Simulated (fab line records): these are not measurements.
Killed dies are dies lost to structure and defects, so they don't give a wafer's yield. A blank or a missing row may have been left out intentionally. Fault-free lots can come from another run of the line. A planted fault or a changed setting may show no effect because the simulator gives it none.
Chamber matching | flow sky130 | SKY_VIA1_CMP_02 on cmp-02: 4 sister chambers
The step polishes SiO2. 8 wafers are shown with their chamber, then 9 later ones without.

EACH WAFER AND ITS CHAMBER
wafer  | chamber | motor current A (A) | platen rpm (rpm)
L824.4 | 1       | 11.1                | 60.04
L823.3 | 3       | 10.6                | 60.02
L823.5 | 2       | 11.5                | 59.97
L825.3 | 2       | 11.6                | 59.97
L825.6 | 1       | 11.9                | 60.05
L827.4 | 0       | 13.0                | 59.93
L827.5 | 3       | 10.3                | 59.97
L827.6 | 0       | 12.9                | 60.09

WAFERS WHOSE CHAMBER IS MISSING
wafer  | motor current A (A) | platen rpm (rpm)
L828.3 | 10.6                | 59.95
L828.4 | 12.9                | 60.01
L828.5 | 12.7                | 60.12
L836.1 | 10.4                | 59.99
L836.2 | 12.3                | 60.03
L836.4 | 11.0                | 59.98
L839.1 | 11.2                | 59.95
L839.5 | 13.0                | 60.00
L839.6 | 11.3                | 59.96

WHICH CHAMBER EACH ONE RAN IN
wafer  | from the rows above          | in truth
L828.3 | 3                            | 3
L828.4 | 0                            | 0
L828.5 | 0                            | 0
L836.1 | 3                            | 3
L836.2 | can't be placed: 0 or 1 or 2 | 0
L836.4 | can't be placed: 2 or 3 or 1 | 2
L839.1 | can't be placed: 2 or 1 or 3 | 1
L839.5 | 0                            | 0
L839.6 | can't be placed: 2 or 1      | 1
Correctly placed: 5 of 9. Cannot be placed on the basis of these rows: 4; the candidates contain the true chamber in 4. Placed wrongly: 0.
How it was worked out, from the rows above alone: a wafer's distance from a chamber is the root of the sum, over the readings, of the square of ((its reading less the chamber's mean) divided by the reading's scatter). The wafer belongs to the nearest chamber; if the next one is less than 2 further off, it can't be placed. The mean given for a chamber averages the wafers shown for that chamber. How the scatter is found: for the shown wafers, subtract from each reading the mean of its chamber, square and add these, divide the total by (wafers less chambers), then take the root.
